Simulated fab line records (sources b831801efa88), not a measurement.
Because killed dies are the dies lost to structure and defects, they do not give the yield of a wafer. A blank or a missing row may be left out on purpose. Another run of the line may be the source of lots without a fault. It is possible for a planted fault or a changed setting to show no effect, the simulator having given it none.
fab line records	flow gf180mcu
record lots=14	wafers=42	last-day=33
route steps=602 shown V3@444
lots that met no fault: from a run of the same line without faults
start-h: hours from the record's first day to the start of the lot's first wafer shown	wait-h: hours elapsed since this lot's preceding step	" identical to the entry in the row above	L1.1+2: several wafers, shown together as one row	- either no value or no given start	* or withheld: withheld	< > ~ a bound
route shown NAME@n: NAME is a module with steps in the file, n the number in the route of the first one	usual: the fault-free wafers' mean and standard deviation	same: alike in all rows	chamber/n: place in a boat	sites: each site's reading	_std_site: their standard deviation	_edge_site: mean of outer sites minus mean of inner sites	radius-mm: for every site, how far away it sits from the centre of the wafer	mask NAME#n: copy n	behind: the most recent tool/chamber to have shaped the wafer	hold: why the lot was held/for how many hours/how that ended	device: the transistor (n, p or np) that didn't switch	end of line: the tests these same wafers got at the end of their route	for a step that has no rows: nothing shown but its recipe	killed: the dies lost at the first sort to structure and to defects; this is not the yield of the wafer	map: a wafer's dies, x killed, . not, _ none there
set.NAME: the setting the step ran with; set.NAME@STEP: the setting that earlier step ran with	model.NAME: the simulator's own value behind a step, which no gauge read
one table for each step of the route and one row for each wafer, over a sample of lots
services: from which hour (start-h, from the record's first day; less than 0 if before it) a tool's chamber was out of use, for how many hours, and why
## steps
# step GF_V3_OVL_MEAS_15
# usual V3_OVL=-3/5.1
lot.wafer	tool	chamber	start-h	wait-h	V3_OVL[nm]
L318.2	overlay-01	-	503.62	0.1	-2
L318.3	"	-	"	"	-2
L318.5	"	-	"	"	-5
L319.2	overlay-01	-	509.97	0.1	0
L319.4	"	-	"	"	-7
L319.6	"	-	"	"	-6
L322.3	overlay-01	-	546.92	0.1	-6
L322.4	"	-	"	"	0
L322.6	"	-	"	"	-2
L324.3	overlay-01	-	562.52	0.1	-2
L324.5	"	-	"	"	-7
L324.6	"	-	"	"	-6
L327.2	overlay-02	-	605.52	0.1	-5
L327.4	"	-	"	"	-5
L327.5	"	-	"	"	-6
L329.4	overlay-01	-	606.28	0.1	-8
L329.5	"	-	"	"	-4
L329.6	"	-	"	"	-7
L330.1	overlay-02	-	625.76	0.1	-1
L330.3	"	-	"	"	-2
L330.4	"	-	"	"	-2
L331.2	overlay-01	-	626.22	0.1	-8
L331.4	"	-	"	"	-5
L331.6	"	-	"	"	-4
L332.2	overlay-01	-	634.93	0.1	7
L332.5	"	-	"	"	2
L332.6	"	-	"	"	0
L333.3	overlay-02	-	638.22	0.1	-2
L333.4	"	-	"	"	3
L333.6	"	-	"	"	-3
L335.1	overlay-01	-	654.56	0.1	-3
L335.2	"	-	"	"	6
L335.4	"	-	"	"	1
L337.4	overlay-01	-	663.23	0.1	-2
L337.5	"	-	"	"	-1
L337.6	"	-	"	"	-1
L339.2	overlay-01	-	681.92	0.1	-5
L339.4	"	-	"	"	-2
L339.5	"	-	"	"	-8
L340.2	overlay-01	-	685.27	0.1	3
L340.3	"	-	"	"	-1
L340.5	"	-	"	"	6
# step GF_V3_ETCH_17
# recipe chemistry=C4F8/O2/Ar	mask-material=KrF	target=SiO2	stop-on=TiN	source-w=1500	bias-w=1200	pressure-mtorr=40	c4f8-flow-sccm=withheld	O2_flow_sccm=6	Ar_flow_sccm=300	time-s=withheld	target-depth-a=6350
# usual bias-w=1201/3.7	chamber-pressure-mTorr=39.99/0.04	oes-product-au=0.855/0.0048
lot.wafer	tool	chamber	start-h	wait-h	bias-w	chamber-pressure-mTorr	oes-product-au
L318.2	rie-diel-04	0	503	-	1204	39.99	0.853
L318.3	"	2	"	"	1202	40.03	0.857
L318.5	"	2	"	"	1200	39.97	0.855
L319.2	rie-diel-04	2	510	-	1203	39.94	0.853
L319.4	"	0	"	"	1199	39.99	0.861
L319.6	"	2	"	"	1204	40.00	0.855
L322.3	rie-diel-02	2	546	-	-	-	-
L322.4	"	1	"	"	-	-	-
L322.6	"	2	547	-	-	-	-
L324.3	rie-diel-03	2	562	-	-	-	-
L324.5	"	3	"	"	-	-	-
L324.6	"	2	"	"	-	-	-
L327.2	rie-diel-02	3	605	-	1196	40.07	0.852
L327.4	"	1	"	"	1207	39.99	0.865
L327.5	"	3	"	"	1193	40.00	0.855
L329.4	rie-diel-04	1	606	-	1202	39.93	0.858
L329.5	"	3	"	"	1200	39.97	0.860
L329.6	"	2	"	"	1205	40.00	0.855
L330.1	rie-diel-03	0	625	-	1204	39.97	0.858
L330.3	"	3	"	"	1196	40.03	0.856
L330.4	"	1	"	"	1199	40.00	0.862
L331.2	rie-diel-04	3	626	-	1201	40.00	0.860
L331.4	"	2	"	"	1203	39.98	0.854
L331.6	"	3	"	"	1202	40.04	0.857
L332.2	rie-diel-03	3	635	-	1199	39.99	0.856
L332.5	"	1	"	"	1198	39.94	0.847
L332.6	"	0	"	"	1200	40.01	0.859
L333.3	rie-diel-02	3	638	-	1194	39.96	0.856
L333.4	"	0	"	"	1198	39.97	0.858
L333.6	"	1	"	"	1200	40.03	0.853
L335.1	rie-diel-03	1	654	-	1206	39.99	0.862
L335.2	"	3	"	"	1202	40.00	0.855
L335.4	"	2	"	"	1202	40.03	0.845
L337.4	rie-diel-03	1	663	-	1195	40.02	0.858
L337.5	"	0	"	"	1193	39.79	0.859
L337.6	"	3	"	"	1205	40.06	0.856
L339.2	rie-diel-03	2	681	-	1201	40.00	0.864
L339.4	"	0	"	"	1200	39.97	0.850
L339.5	"	3	682	-	1202	40.00	0.857
L340.2	rie-diel-03	0	685	-	1199	40.05	0.853
L340.3	"	3	"	"	1201	40.02	0.858
L340.5	"	2	"	"	1201	39.95	0.863
# step GF_V3_STRIP_18
# recipe chemistry=O2/N2	power-w=1400	pressure-mtorr=1500	platen-temp-c=250	o2-flow-sccm=3000	n2-flow-sccm=300	overash-fraction=0.5
# usual drypump-motor-current-A=6.0/0.5	heater-power-w=319/18	oes-product-au=0.593/0.0047
lot.wafer	tool	chamber	start-h	wait-h	drypump-motor-current-A	heater-power-w	oes-product-au	rf-hours-counter-h
L318.2	plasma-asher-03	1	503.77	-	6.8	362	0.589	72
L318.3	"	0	"	"	5.8	304	0.590	-
L318.5	"	0	"	"	5.8	310	0.591	-
L319.2	plasma-asher-02	0	510.13	-	5.7	310	0.588	88
L319.4	"	1	"	"	6.5	316	0.593	-
L319.6	"	1	"	"	6.5	304	0.590	-
L322.3	plasma-asher-02	0	547.11	-	5.7	312	0.666	-
L322.4	"	1	"	"	6.5	308	0.667	-
L322.6	"	0	"	"	5.7	304	0.663	-
L324.3	plasma-asher-04	0	562.71	-	5.5	310	0.667	-
L324.5	"	1	"	"	5.4	309	0.664	-
L324.6	"	0	"	"	5.5	308	0.668	-
L327.2	plasma-asher-04	0	605.68	-	5.5	307	0.585	48
L327.4	"	0	"	"	5.5	310	0.597	-
L327.5	"	1	"	"	5.4	324	0.599	-
L329.4	plasma-asher-02	1	606.46	-	6.5	306	0.590	-
L329.5	"	0	"	"	5.7	316	0.596	-
L329.6	"	1	"	"	6.5	310	0.594	-
L330.1	plasma-asher-04	1	625.92	-	5.4	309	0.589	50
L330.3	"	1	"	"	5.4	319	0.595	-
L330.4	"	0	"	"	5.5	316	0.597	-
L331.2	plasma-asher-02	0	626.38	-	5.7	306	0.590	101
L331.4	"	1	"	"	6.5	308	0.593	-
L331.6	"	0	"	"	5.7	312	0.593	-
L332.2	plasma-asher-03	0	635.09	-	5.7	312	0.592	86
L332.5	"	1	"	"	6.7	359	0.590	-
L332.6	"	0	"	"	5.7	303	0.600	-
L333.3	plasma-asher-02	1	638.41	-	6.5	305	0.600	-
L333.4	"	0	"	"	5.7	312	0.593	-
L333.6	"	0	"	"	5.6	315	0.590	-
L335.1	plasma-asher-03	1	654.72	-	6.8	348	0.596	88
L335.2	"	0	"	"	5.8	310	0.593	88
L335.4	"	0	"	"	5.8	311	0.594	-
L337.4	plasma-asher-04	1	663.41	-	5.5	326	0.595	-
L337.5	"	1	"	"	5.4	321	0.600	-
L337.6	"	0	"	"	5.5	312	0.595	-
L339.2	plasma-asher-02	0	682.08	-	5.7	313	0.598	106
L339.4	"	0	"	"	5.7	307	0.601	-
L339.5	"	0	"	"	5.7	317	0.594	-
L340.2	plasma-asher-03	1	685.43	-	6.8	355	0.604	92
L340.3	"	0	"	"	5.8	316	0.593	-
L340.5	"	0	"	"	5.8	308	0.591	-
# step GF_V3_SPUTTER_21
# recipe material=Ti	target-thk-nm=15	chamber-pressure-pa=5	power-w=2500	substrate-temp-c=200	time-s=80.02
# usual throttle-valve-pct=30.5/1.3
lot.wafer	tool	chamber	start-h	wait-h	throttle-valve-pct
L318.2	pvd-sputter-02	-	504.32	0.0	31.6
L318.3	"	-	"	"	29.8
L318.5	"	-	"	"	29.7
L319.2	pvd-sputter-02	-	510.67	0.0	27.1
L319.4	"	-	"	"	31.6
L319.6	"	-	"	"	32.0
L322.3	pvd-sputter-04	-	547.61	0.0	30.3
L322.4	"	-	"	"	31.7
L322.6	"	-	"	"	29.3
L324.3	pvd-sputter-02	-	563.26	0.0	31.5
L324.5	"	-	"	"	29.7
L324.6	"	-	"	"	31.5
L327.2	pvd-sputter-04	-	606.21	0.0	29.4
L327.4	"	-	"	"	30.9
L327.5	"	-	"	"	31.2
L329.4	pvd-sputter-04	-	606.96	0.0	29.4
L329.5	"	-	"	"	29.5
L329.6	"	-	"	"	31.2
L330.1	pvd-sputter-04	-	626.46	0.0	30.5
L330.3	"	-	"	"	31.1
L330.4	"	-	"	"	31.5
L331.2	pvd-sputter-02	-	626.92	0.0	29.8
L331.4	"	-	"	"	27.3
L331.6	"	-	"	"	27.3
L332.2	pvd-sputter-04	-	635.64	0.0	30.7
L332.5	"	-	"	"	31.5
L332.6	"	-	"	"	30.4
L333.3	pvd-sputter-01	-	638.91	0.0	31.6
L333.4	"	-	"	"	31.5
L333.6	"	-	"	"	31.1
L335.1	pvd-sputter-01	-	655.29	0.0	31.3
L335.2	"	-	"	"	30.9
L335.4	"	-	"	"	29.9
L337.4	pvd-sputter-01	-	663.92	0.0	29.8
L337.5	"	-	"	"	31.5
L337.6	"	-	"	"	29.8
L339.2	pvd-sputter-02	-	682.62	0.0	29.9
L339.4	"	-	"	"	31.4
L339.5	"	-	"	"	31.6
L340.2	pvd-sputter-01	-	686.04	0.0	29.7
L340.3	"	-	"	"	31.8
L340.5	"	-	"	"	31.4
# step GF_V3_SPUTTER_22
# recipe material=TiN	target-thk-nm=10	chamber-pressure-pa=5	power-w=4000	time-s=40
# usual throttle-valve-pct=30.5/1.3
lot.wafer	tool	chamber	start-h	wait-h	throttle-valve-pct
L318.2	pvd-sputter-02	-	504.38	0.0	31.6
L318.3	"	-	"	"	29.8
L318.5	"	-	"	"	29.9
L319.2	pvd-sputter-02	-	510.73	0.0	27.5
L319.4	"	-	"	"	31.5
L319.6	"	-	"	"	31.6
L322.3	pvd-sputter-04	-	547.67	0.0	30.4
L322.4	"	-	"	"	31.7
L322.6	"	-	"	"	29.5
L324.3	pvd-sputter-02	-	563.32	0.0	31.4
L324.5	"	-	"	"	29.6
L324.6	"	-	"	"	31.6
L327.2	pvd-sputter-04	-	606.27	0.0	29.7
L327.4	"	-	"	"	30.9
L327.5	"	-	"	"	31.0
L329.4	pvd-sputter-04	-	607.03	0.0	29.2
L329.5	"	-	"	"	29.0
L329.6	"	-	"	"	30.9
L330.1	pvd-sputter-04	-	626.52	0.0	30.5
L330.3	"	-	"	"	31.1
L330.4	"	-	"	"	31.4
L331.2	pvd-sputter-02	-	626.98	0.0	29.5
L331.4	"	-	"	"	27.2
L331.6	"	-	"	"	27.0
L332.2	pvd-sputter-04	-	635.70	0.0	31.1
L332.5	"	-	"	"	31.8
L332.6	"	-	"	"	30.4
L333.3	pvd-sputter-01	-	638.98	0.0	31.5
L333.4	"	-	"	"	31.5
L333.6	"	-	"	"	31.2
L335.1	pvd-sputter-01	-	655.35	0.0	31.5
L335.2	"	-	"	"	31.1
L335.4	"	-	"	"	29.8
L337.4	pvd-sputter-01	-	663.98	0.0	29.8
L337.5	"	-	"	"	31.5
L337.6	"	-	"	"	29.6
L339.2	pvd-sputter-02	-	682.68	0.0	29.8
L339.4	"	-	"	"	31.5
L339.5	"	-	"	"	31.7
L340.2	pvd-sputter-01	-	686.10	0.0	29.7
L340.3	"	-	"	"	31.2
L340.5	"	-	"	"	31.5
## services
tool	chamber	start-h	hours	kind
rie-diel-03	2	482.96	4.8	repair
plasma-asher-04	-	483.19	13.0	repair
rie-diel-04	1	488.06	6.9	repair
pvd-sputter-04	-	515.84	4.2	repair
pvd-sputter-02	-	517.58	5.1	repair
rie-diel-02	0	524.11	11.0	repair
rie-diel-02	1	533.63	6.9	repair
rie-diel-04	-	549.99	15.6	pm
pvd-sputter-04	2	561.98	-	consumable-replace:kit
pvd-sputter-04	2	561.98	18.0	scheduled-down
pvd-sputter-04	2	561.98	18.0	vent-cycle
plasma-asher-03	-	570.88	0.4	repair
pvd-sputter-04	-	574.91	3.3	repair
rie-diel-03	2	582.14	4.1	repair
pvd-sputter-01	-	584.11	3.1	repair
rie-diel-02	1	594.37	2.4	repair
pvd-sputter-04	-	598.76	6.2	repair
pvd-sputter-02	-	600.47	3.8	repair
pvd-sputter-01	-	635.58	1.7	repair
rie-diel-04	1	637.46	6.6	repair
rie-diel-03	-	650.84	2.8	pm
pvd-sputter-02	-	667.29	0.6	repair
pvd-sputter-02	3	677.22	-	consumable-replace:kit
pvd-sputter-02	3	677.22	18.0	scheduled-down
## key
first-sign step=GF_V3_ETCH_17	reading=tool-record	direction=missing
effect step=GF_V3_STRIP_18	reading=oes-product-au	direction=up	sigmas=16	usual=0.593	struck=0.666
met-at GF_V3_ETCH_17
struck-lots L322,L324
later-rows-left-out L322.3,L322.4,L322.6,L324.3,L324.5,L324.6
sort-left-out L322.3,L322.4,L322.6,L324.3,L324.5,L324.6
not-acting-at GF_V3_OVL_MEAS_15,GF_V3_SPUTTER_21,GF_V3_SPUTTER_22
fault kind=skipped-step-whole	tool=rie-diel-02,rie-diel-03	chamber=-	onset-h=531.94	steps=GF_V3_ETCH_17	scope=struck-lots-only
# sort-left-out: the simulated sort isn't trusted on such a fault, so these wafers' sort isn't shown, and their yield isn't known
# later-rows-left-out: the simulator's readings of these wafers behind a module that went badly wrong aren't trusted and aren't shown, but for the sort
